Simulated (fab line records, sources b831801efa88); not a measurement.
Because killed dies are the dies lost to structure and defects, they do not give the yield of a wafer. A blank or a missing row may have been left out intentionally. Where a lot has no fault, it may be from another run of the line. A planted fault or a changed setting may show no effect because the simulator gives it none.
fab line records	flow sfq_line
record lots=6	wafers=18	last_day=90
route steps=325 shown M5@201 A5B@209 R5@212 I5@228 C5@240 M8@325
lots with no fault: from the same line, run without faults
start_h: start of the lot's first displayed wafer, in hours after the record's first day	wait_h: hours from the lot's prior step to this one	" unchanged from the row above	L1.1+2: a row that stands for several wafers	- either no value or no given start	* or withheld: withheld	< > ~ a bound
route shown NAME@n: a module of which the file shows steps, and the number in the route of the first	usual: mean and standard deviation over wafers with no fault	same: alike in all rows	chamber/n: place in a boat	sites: the reading at each site	_std_site: how widely they spread, as a standard deviation	_edge_site: the outer-site mean with the inner-site mean subtracted	radius_mm: for every site, how far away it sits from the centre of the wafer	mask NAME#n: copy n	behind: the tool/chamber that last shaped the wafer	hold: cause of the lot's hold/its duration in hours/its outcome	device: whichever transistor did not switch (one of n, p or np)	end of line: the tests these same wafers got at the end of their route	where a step has no rows: the recipe by itself	killed: dies lost to structure and defects at the first sort, not the wafer's yield	map: the dies of a wafer, with x for killed, . for not killed, _ for no die there
set.NAME: the run value of the setting; set.NAME@STEP: its run value at that earlier step	model.NAME: the simulator's own value behind a step, which no gauge read
lots at some steps of the route; a table a step, a row a wafer
services: a tool's chamber out of use, with start hour (start_h, from the record's first day; less than 0 if before it), hours out, and reason
## steps
# step SFQ_TRILAYER_M5_LITHO_EXPOSE_124
# recipe mask_id=M5	na=0.6	source_shape=conventional	sigma_outer=0.65	target_cd_nm=700	dose_mj=14.4
# step SFQ_TRILAYER_M5_LITHO_PEB_126
# recipe peb_temp_c=115	peb_time_s=60	resist=KrF
# step SFQ_TRILAYER_M5_LITHO_DEVELOP_125
# recipe time_s=60	resist=KrF
# step SFQ_M5_OVL_MEAS_932
# usual M5_OVL=2/5.4
lot.wafer	tool	chamber	start_h	wait_h	M5_OVL[nm]
L192.2	overlay-01	-	1356.58	0.1	0
L192.3	"	-	"	"	6
L192.6	"	-	"	"	3
L195.2	overlay-01	-	1363.78	0.1	-5
L195.3	"	-	"	"	4
L195.6	"	-	"	"	-5
L197.3	overlay-01	-	1369.79	0.1	-3
L197.4	"	-	"	"	6
L197.6	"	-	"	"	10
L199.1	overlay-02	-	1384.69	0.1	2
L199.3	"	-	"	"	-4
L199.4	"	-	"	"	-1
L201.1	overlay-02	-	1398.45	0.1	-9
L201.2	"	-	"	"	0
L201.3	"	-	"	"	-10
L205.2	overlay-01	-	1420.14	0.1	4
L205.3	"	-	"	"	2
L205.5	"	-	"	"	6
# step SFQ_TRILAYER_M5_BARC_OPEN_METAL_ETCH_161
# recipe mask_material=PR	chemistry=O2	target_depth_nm=125	target=BARC	icp_w=600	bias_w=80	pressure_mtorr=10	time_s=41.7
# step SFQ_TRILAYER_M5_ETCH_METAL_ETCH_126
# recipe target=Nb	stop_on=SiO2	mask_material=PR	over_etch_frac=0.15	time_s=203.2	chemistry=Cl2/BCl3	target_depth_nm=265	icp_w=600	bias_w=80	pressure_mtorr=10
# usual drypump_motor_current_A=5.6/0.62	oes_product_au=0.726/0.006
lot.wafer	tool	chamber	start_h	wait_h	drypump_motor_current_A	oes_product_au	rf_hours_counter_h
L192.2	rie_metal-01	1	1356.67	0.0	6.6	0.724	114
L192.3	"	1	"	"	6.6	0.725	-
L192.6	"	0	"	"	5.1	0.733	-
L195.2	rie_metal-01	1	1363.87	0.0	6.7	0.730	116
L195.3	"	0	"	"	5.1	0.728	-
L195.6	"	1	"	"	6.7	0.726	-
L197.3	rie_metal-03	0	1369.94	0.1	5.1	0.723	-
L197.4	"	1	"	"	5.2	0.727	-
L197.6	"	1	"	"	5.3	0.731	-
L199.1	rie_metal-04	1	1384.79	0.0	5.9	0.732	17
L199.3	"	0	"	"	5.7	0.731	-
L199.4	"	1	"	"	5.9	0.732	-
L201.1	rie_metal-03	0	1398.55	0.0	5.1	0.738	145
L201.2	"	1	"	"	5.3	0.741	134
L201.3	"	1	"	"	5.3	0.725	-
L205.2	rie_metal-01	1	1420.23	0.0	6.6	0.721	128
L205.3	"	1	"	"	6.6	0.725	-
L205.5	"	1	"	"	6.6	0.734	-
# step SFQ_TRILAYER_M5_STRIP_STRIP_127
# recipe gas=O2	power_w=200	platen_temp_c=40	overash_fraction=0.65	chemistry=O2	pressure_mtorr=50
# step SFQ_TRILAYER_M5_STRIP_SOLV_CLEAN_128
# recipe chemistry=NMP	temp_c=70	time_s=600
# step SFQ_TRILAYER_A5B_DEP_PECVD_129
# recipe material=SiO2	temp_c=150	time_s=133.33	pressure_torr=2.4	rf_w=183.3	precursor=SiH4/N2O	target_thk_nm=600
# usual chamber_pressure_Torr=2.400/0.0052	heater_power_w=94/13	throttle_valve_pct=24.5/1.2
lot.wafer	tool	chamber	start_h	wait_h	chamber_pressure_Torr	heater_power_w	throttle_valve_pct
L192.2	pecvd-03	2	1357.66	0.0	2.397	78	23.8
L192.3	"	0	"	"	2.410	108	24.0
L192.6	"	1	"	"	2.405	98	26.0
L195.2	pecvd-03	1	1365.05	0.0	2.394	91	26.1
L195.3	"	2	"	"	2.409	76	23.9
L195.6	"	1	"	"	2.399	95	26.1
L197.3	pecvd-03	2	1370.84	0.0	2.397	86	24.1
L197.4	"	1	"	"	2.405	93	26.1
L197.6	"	0	"	"	2.396	109	23.9
L199.1	pecvd-03	1	1385.76	0.0	2.402	98	26.1
L199.3	"	2	"	"	2.402	89	24.1
L199.4	"	1	"	"	2.404	84	26.1
L201.1	pecvd-03	0	1399.72	0.0	2.400	110	24.1
L201.2	"	1	"	"	2.404	90	26.2
L201.3	"	2	"	"	2.392	72	24.0
L205.2	pecvd-02	0	1421.20	0.0	2.402	101	23.1
L205.3	"	1	"	"	2.401	97	27.1
L205.5	"	0	"	"	2.393	110	23.1
# step SFQ_TRILAYER_A5B_CMP_CMP_130
# recipe stop_on=Nb	down_force_psi=3	platen_rpm=60	target_thk_nm=340.7
# step SFQ_TRILAYER_A5B_METRO_MEASURE_131
# step SFQ_TRILAYER_R5_DEP_SPUTTER_132
# recipe material=Ti	base_pressure_pa=1.33e-06	target_thk_nm=5	power_w=2000	time_s=5	chamber_pressure_pa=0.4
# usual cathode_dc_power_W=2000.0/0.38	throttle_valve_pct=30.1/1.1
lot.wafer	tool	chamber	start_h	wait_h	cathode_dc_power_W	throttle_valve_pct
L192.2	pvd_sputter-05	-	1364.83	0.8	1999.4	30.7
L192.3	"	-	"	"	2000.5	29.8
L192.6	"	-	"	"	1999.8	31.4
L195.2	pvd_sputter-03	-	1375.53	0.8	1999.3	28.8
L195.3	"	-	"	"	2000.0	30.6
L195.6	"	-	"	"	2000.9	31.1
L197.3	pvd_sputter-03	-	1379.83	0.6	2000.2	29.6
L197.4	"	-	"	"	1999.8	28.9
L197.6	"	-	"	"	1999.7	28.7
L199.1	pvd_sputter-05	-	1390.05	1.0	1999.5	29.7
L199.3	"	-	"	"	1999.7	30.2
L199.4	"	-	"	"	1999.8	31.4
L201.1	pvd_sputter-03	-	1404.53	1.0	2000.0	29.7
L201.2	"	-	"	"	1999.9	29.1
L201.3	"	-	"	"	1999.6	28.7
L205.2	pvd_sputter-05	-	1426.57	0.8	2000.0	31.6
L205.3	"	-	"	"	1999.5	30.6
L205.5	"	-	"	"	1999.7	30.2
# step SFQ_TRILAYER_R5_DEP_SPUTTER_133
# recipe material=MoNx	base_pressure_pa=1.33e-06	target_thk_nm=40	power_w=1000	time_s=66.7	chamber_pressure_pa=0.4
# usual cathode_dc_power_W=999.98/0.17	throttle_valve_pct=30.1/1.1
lot.wafer	tool	chamber	start_h	wait_h	cathode_dc_power_W	throttle_valve_pct	model.MoNx_of_TRILAYER_R5_DEP_SPUTTER_133.thk_nm
L192.2	pvd_sputter-05	-	1364.85	0.0	1000.1	30.3	40.23
L192.3	"	-	"	"	999.82	29.8	40.61
L192.6	"	-	"	"	1000.1	31.6	40.41
L195.2	pvd_sputter-03	-	1375.55	0.0	999.90	28.6	40.03
L195.3	"	-	"	"	999.95	31.1	40.52
L195.6	"	-	"	"	999.82	31.0	40.63
L197.3	pvd_sputter-03	-	1379.85	0.0	1072.7	29.6	43.06
L197.4	"	-	"	"	1072.2	28.8	42.66
L197.6	"	-	"	"	1072.6	28.8	42.69
L199.1	pvd_sputter-05	-	1390.07	0.0	1000.1	30.0	40.8
L199.3	"	-	"	"	999.63	30.5	40.53
L199.4	"	-	"	"	1000.1	31.5	40.54
L201.1	pvd_sputter-03	-	1404.55	0.0	1072.5	29.7	43.15
L201.2	"	-	"	"	1072.3	28.4	42.64
L201.3	"	-	"	"	1072.5	28.9	42.91
L205.2	pvd_sputter-05	-	1426.58	0.0	1000.2	31.3	40.46
L205.3	"	-	"	"	1000.1	30.2	40.33
L205.5	"	-	"	"	1000.1	30.1	40.35
# step SFQ_TRILAYER_R5_DEP_SPUTTER_134
# recipe material=Ti	base_pressure_pa=1.33e-06	target_thk_nm=5	power_w=2000	time_s=5	chamber_pressure_pa=0.4
# step SFQ_R5_RS_MEAS_933
# recipe thk_meas_gauge=four-point-probe	reads=Ti_of_TRILAYER_R5_DEP_SPUTTER_134+MoNx_of_TRILAYER_R5_DEP_SPUTTER_133+Ti_of_TRILAYER_R5_DEP_SPUTTER_132
# usual R5_MONX_RS=7.01/0.067
lot.wafer	tool	chamber	start_h	wait_h	R5_MONX_RS[ohm/sq]
L192.2	film_metro-02	-	1364.95	0.0	7.00
L192.3	"	-	"	"	6.91
L192.6	"	-	"	"	6.97
L195.2	film_metro-04	-	1375.64	0.0	7.05
L195.3	"	-	"	"	6.97
L195.6	"	-	"	"	6.97
L197.3	film_metro-02	-	1379.97	0.0	6.58
L197.4	"	-	"	"	6.65
L197.6	"	-	"	"	6.64
L199.1	film_metro-02	-	1390.14	0.0	6.90
L199.3	"	-	"	"	6.94
L199.4	"	-	"	"	6.94
L201.1	film_metro-02	-	1404.63	0.0	6.54
L201.2	"	-	"	"	6.63
L201.3	"	-	"	"	6.61
L205.2	film_metro-03	-	1426.68	0.0	6.96
L205.3	"	-	"	"	6.99
L205.5	"	-	"	"	7.01
# step SFQ_R5_THK_MEAS_934
# recipe thk_meas_gauge=xrf	reads=MoNx_of_TRILAYER_R5_DEP_SPUTTER_133
# usual R5_MONX_THK=40.4/0.39
lot.wafer	tool	chamber	start_h	wait_h	R5_MONX_THK[nm]
L192.2	film_metro-02	-	1365.06	0.1	40.4
L192.3	"	-	"	"	41.0
L192.6	"	-	"	"	40.6
L195.2	film_metro-04	-	1375.75	0.1	40.0
L195.3	"	-	"	"	40.4
L195.6	"	-	"	"	40.6
L197.3	film_metro-02	-	1380.07	0.1	43.4
L197.4	"	-	"	"	42.9
L197.6	"	-	"	"	43.1
L199.1	film_metro-02	-	1390.26	0.1	41.1
L199.3	"	-	"	"	40.7
L199.4	"	-	"	"	41.0
L201.1	film_metro-02	-	1404.75	0.1	43.6
L201.2	"	-	"	"	42.8
L201.3	"	-	"	"	43.4
L205.2	film_metro-03	-	1426.79	0.1	40.4
L205.3	"	-	"	"	40.3
L205.5	"	-	"	"	40.5
# step SFQ_TRILAYER_R5_LITHO_COAT_141
# recipe resist=BARC	spin_rpm=3000	resist_thk_nm=62
# step SFQ_TRILAYER_R5_LITHO_COAT_136
# recipe resist=KrF	spin_rpm=3000	resist_thk_nm=600
# step SFQ_TRILAYER_R5_LITHO_SOFTBAKE_140
# recipe temp_c=withheld	time_s=withheld	resist=KrF
# step SFQ_TRILAYER_R5_LITHO_EXPOSE_137
# recipe mask_id=R5	na=0.6	source_shape=conventional	sigma_outer=0.65	target_cd_nm=500	dose_mj=14.4
# step SFQ_TRILAYER_R5_LITHO_PEB_139
# recipe peb_temp_c=115	peb_time_s=60	resist=KrF
# step SFQ_TRILAYER_R5_LITHO_DEVELOP_138
# recipe time_s=60	resist=KrF
# step SFQ_R5_OVL_MEAS_935
# usual R5_OVL=0/5.9
lot.wafer	tool	chamber	start_h	wait_h	R5_OVL[nm]
L192.2	overlay-02	-	1475.34	0.1	-4
L192.3	"	-	"	"	1
L192.6	"	-	"	"	-4
L195.2	overlay-02	-	1488.54	0.1	-10
L195.3	"	-	"	"	-1
L195.6	"	-	"	"	-9
L197.3	overlay-01	-	1497.08	0.1	1
L197.4	"	-	"	"	-6
L197.6	"	-	"	"	0
L199.1	overlay-02	-	1506.66	0.1	2
L199.3	"	-	"	"	-3
L199.4	"	-	"	"	5
L201.1	overlay-02	-	1515.06	0.1	-6
L201.2	"	-	"	"	-3
L201.3	"	-	"	"	-11
L205.2	overlay-02	-	1528.69	0.1	7
L205.3	"	-	"	"	-4
L205.5	"	-	"	"	-7
# step SFQ_TRILAYER_R5_BARC_OPEN_METAL_ETCH_177
# recipe mask_material=PR	chemistry=O2	target_depth_nm=125	target=BARC	icp_w=600	bias_w=80	pressure_mtorr=10	time_s=41.7
# step SFQ_TRILAYER_R5_ETCH_METAL_ETCH_139
# recipe stop_on=SiO2	mask_material=PR	chemistry=Cl2	target_depth_nm=60	icp_w=600	bias_w=80	pressure_mtorr=10	time_s=40
# usual drypump_motor_current_A=5.4/0.36	oes_product_au=0.991/0.0056
lot.wafer	tool	chamber	start_h	wait_h	drypump_motor_current_A	oes_product_au	rf_hours_counter_h
L192.2	rie_metal-03	1	1475.43	0.0	5.3	0.987	151
L192.3	"	1	"	"	5.2	0.984	-
L192.6	"	1	"	"	5.3	0.984	-
L195.2	rie_metal-04	1	1488.63	0.0	5.9	0.998	33
L195.3	"	1	"	"	5.9	0.997	-
L195.6	"	0	"	"	5.7	0.994	-
L197.3	rie_metal-02	0	1497.18	0.0	5.0	0.991	-
L197.4	"	1	"	"	5.7	0.989	-
L197.6	"	0	"	"	5.1	0.989	-
L199.1	rie_metal-02	0	1506.76	0.0	5.0	0.986	22
L199.3	"	1	"	"	5.7	0.989	-
L199.4	"	0	"	"	5.0	0.994	-
L201.1	rie_metal-03	0	1515.22	0.1	5.1	0.995	14
L201.2	"	0	"	"	5.1	0.989	-
L201.3	"	0	"	"	5.1	0.995	-
L205.2	rie_metal-02	0	1528.86	0.1	5.0	0.992	-
L205.3	"	0	"	"	5.0	0.988	-
L205.5	"	0	"	"	5.1	0.996	-
# step SFQ_TRILAYER_R5_STRIP_STRIP_140
# recipe gas=O2	power_w=200	platen_temp_c=40	overash_fraction=0.65	chemistry=O2	pressure_mtorr=50
# step SFQ_TRILAYER_R5_STRIP_SOLV_CLEAN_141
# recipe chemistry=NMP	temp_c=70	time_s=600
# step SFQ_TRILAYER_A5C_DEP_PECVD_142
# recipe material=SiO2	temp_c=150	time_s=15.556	pressure_torr=2.4	rf_w=183.3	precursor=SiH4/N2O	target_thk_nm=70
# usual chamber_pressure_Torr=2.400/0.0052	heater_power_w=88/13	throttle_valve_pct=24.1/1.3
lot.wafer	tool	chamber	start_h	wait_h	chamber_pressure_Torr	heater_power_w	throttle_valve_pct
L192.2	pecvd-01	0	1476.27	0.0	2.408	66	24.7
L192.3	"	2	"	"	2.398	109	23.9
L192.6	"	2	"	"	2.395	111	23.6
L195.2	pecvd-04	0	1489.47	0.0	2.403	76	24.0
L195.3	"	2	"	"	2.399	83	23.6
L195.6	"	1	"	"	2.408	85	22.4
L197.3	pecvd-04	2	1498.00	0.0	2.398	83	23.1
L197.4	"	1	"	"	2.395	88	22.4
L197.6	"	1	"	"	2.404	89	22.1
L199.1	pecvd-02	2	1507.59	0.0	2.394	87	24.2
L199.3	"	0	"	"	2.399	105	23.4
L199.4	"	1	"	"	2.400	89	27.4
L201.1	pecvd-04	1	1516.71	0.0	2.400	85	22.2
L201.2	"	0	"	"	2.402	70	23.9
L201.3	"	2	"	"	2.405	86	23.3
L205.2	pecvd-01	0	1530.33	0.0	2.401	70	25.0
L205.3	"	2	"	"	2.390	106	23.7
L205.5	"	0	"	"	2.399	70	24.9
# step SFQ_TRILAYER_I5_LITHO_COAT_149
# recipe resist=BARC	spin_rpm=3000	resist_thk_nm=62
# step SFQ_TRILAYER_I5_LITHO_COAT_144
# recipe resist=KrF	spin_rpm=3000	resist_thk_nm=650
# step SFQ_TRILAYER_I5_LITHO_SOFTBAKE_148
# recipe temp_c=withheld	time_s=withheld	resist=KrF
# step SFQ_TRILAYER_I5_LITHO_EXPOSE_145
# recipe mask_id=I5	na=0.6	source_shape=conventional	sigma_outer=0.65	target_cd_nm=700	dose_mj=21.3
# step SFQ_TRILAYER_I5_LITHO_PEB_147
# recipe peb_temp_c=115	peb_time_s=60	resist=KrF
# step SFQ_TRILAYER_I5_LITHO_DEVELOP_146
# recipe time_s=60	resist=KrF
# step SFQ_I5_OVL_MEAS_936
# usual I5_OVL=-2/5.4
lot.wafer	tool	chamber	start_h	wait_h	I5_OVL[nm]
L192.2	overlay-01	-	1580.04	0.1	-2
L192.3	"	-	"	"	3
L192.6	"	-	"	"	-2
L195.2	overlay-01	-	1587.24	0.1	-11
L195.3	"	-	"	"	-10
L195.6	"	-	"	"	-6
L197.3	overlay-01	-	1594.44	0.1	-12
L197.4	"	-	"	"	-5
L197.6	"	-	"	"	-1
L199.1	overlay-02	-	1605.36	0.1	-3
L199.3	"	-	"	"	-2
L199.4	"	-	"	"	-5
L201.1	overlay-02	-	1617.36	0.1	0
L201.2	"	-	"	"	11
L201.3	"	-	"	"	4
L205.2	overlay-02	-	1631.76	0.1	-1
L205.3	"	-	"	"	-2
L205.5	"	-	"	"	4
# step SFQ_TRILAYER_I5_BARC_OPEN_VIA_ETCH_200
# recipe mask_material=PR	chemistry=O2	target_depth_nm=125	target=BARC	source_w=500	bias_w=80	pressure_mtorr=30	time_s=41.7
# step SFQ_TRILAYER_I5_ETCH_VIA_ETCH_147
# recipe stop_on=Nb	mask_material=PR	chemistry=CHF3	target_depth_nm=360	source_w=500	bias_w=80	pressure_mtorr=30	time_s=withheld
# step SFQ_TRILAYER_I5_STRIP_STRIP_148
# recipe gas=O2	power_w=200	platen_temp_c=40	overash_fraction=0.65	chemistry=O2	pressure_mtorr=50
# step SFQ_TRILAYER_I5_STRIP_SOLV_CLEAN_149
# recipe chemistry=NMP	temp_c=70	time_s=600
# step SFQ_TRILAYER_C5_LITHO_COAT_156
# recipe resist=BARC	spin_rpm=3000	resist_thk_nm=62
# step SFQ_TRILAYER_C5_LITHO_COAT_151
# recipe resist=KrF	spin_rpm=3000	resist_thk_nm=650
# step SFQ_TRILAYER_C5_LITHO_SOFTBAKE_155
# recipe temp_c=withheld	time_s=withheld	resist=KrF
# step SFQ_M8_BOW_MEAS_951
# recipe mode=bow
# usual M8_BOW=6/12
lot.wafer	tool	chamber	start_h	wait_h	M8_BOW[um]	model.etest.r5.ohm_um	model.etest.r5.ohm_sq	model.etest.c5.link_ohm
L192.2	film_metro-02	-	1844.33	0.0	11	14.1	7.013	7.971
L192.3	"	-	"	"	16	13.99	6.949	7.899
L192.6	"	-	"	"	6	14.04	6.983	7.939
L195.2	film_metro-03	-	1903.29	0.0	27	14.14	7.049	8.026
L195.3	"	-	"	"	21	13.97	6.963	7.917
L195.6	"	-	"	"	30	13.86	6.944	7.918
L197.3	film_metro-03	-	1981.87	0.0	4	13.09	6.553	7.514
L197.4	"	-	"	"	-3	13.27	6.615	7.578
L197.6	"	-	"	"	-7	13.21	6.61	7.579
L199.1	film_metro-01	-	2036.73	0.0	12	13.83	6.916	7.856
L199.3	"	-	"	"	13	13.97	6.962	7.908
L199.4	"	-	"	"	10	13.92	6.96	7.907
L201.1	film_metro-02	-	2079.08	0.0	2	13.11	6.54	7.507
L201.2	"	-	"	"	7	13.28	6.617	7.576
L201.3	"	-	"	"	2	13.18	6.576	7.536
L205.2	film_metro-03	-	2149.37	0.0	23	13.98	6.975	7.94
L205.3	"	-	"	"	17	13.99	6.997	7.955
L205.5	"	-	"	"	12	13.99	6.993	7.946
## services
tool	chamber	start_h	hours	kind
pecvd-04	-	1373.08	4.9	repair
rie_metal-04	-	1379.08	0.6	repair
rie_metal-03	1	1384.04	4.1	repair
rie_metal-04	-	1392.37	6.5	repair
pecvd-03	-	1396.21	1.1	repair
rie_metal-02	-	1403.08	1.4	pm
pecvd-04	2	1408.97	10.7	repair
pecvd-03	-	1423.18	5.5	pm
pecvd-04	-	1423.53	1.0	repair
pecvd-03	-	1439.30	1.1	repair
pecvd-01	-	1449.76	4.5	repair
pecvd-03	-	1449.84	14.6	pm
pecvd-02	-	1465.59	14.6	pm
pecvd-03	0	1473.20	6.3	repair
pvd_sputter-05	-	1476.77	1.1	repair
pecvd-02	-	1482.57	0.9	repair
pecvd-04	-	1487.90	1.5	repair
rie_metal-03	1	1491.93	16.0	repair
pecvd-04	0	1496.82	5.4	repair
pvd_sputter-05	-	1510.30	0.6	repair
rie_metal-04	0	1516.64	23.1	repair
pecvd-03	2	1520.35	7.0	repair
pecvd-03	1	1520.53	14.9	repair
rie_metal-03	-	1522.78	2.8	pm
## key
first_sign step=SFQ_TRILAYER_R5_DEP_SPUTTER_133	reading=cathode_dc_power_W	direction=up	sigmas=99+	usual=999.98	struck=1072.5
effect step=SFQ_R5_RS_MEAS_933	reading=R5_MONX_RS	direction=down	sigmas=6	usual=7.01	struck=6.61
effect step=SFQ_R5_THK_MEAS_934	reading=R5_MONX_THK	direction=up	sigmas=7.2	usual=40.4	struck=43.2
model_effect step=SFQ_TRILAYER_R5_DEP_SPUTTER_133	value=MoNx_of_TRILAYER_R5_DEP_SPUTTER_133.thk_nm	without=39.95	struck=42.85
model_effect step=SFQ_M8_BOW_MEAS_951	value=etest.r5.ohm_um	without=14.15	struck=13.19
met_at SFQ_TRILAYER_R5_DEP_SPUTTER_133
struck_wafers L197.3,L197.4,L197.6,L201.1,L201.2,L201.3
onset_between 1375.55 1379.85
fault kind=process_parameter_drift	tool=pvd_sputter-03	chamber=-	onset_h=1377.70	steps=SFQ_TRILAYER_R5_DEP_SPUTTER_133	channel=power_w	offset=72.393	shape=step	end_h=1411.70	acts_in=these_recipes_only	stated=1000
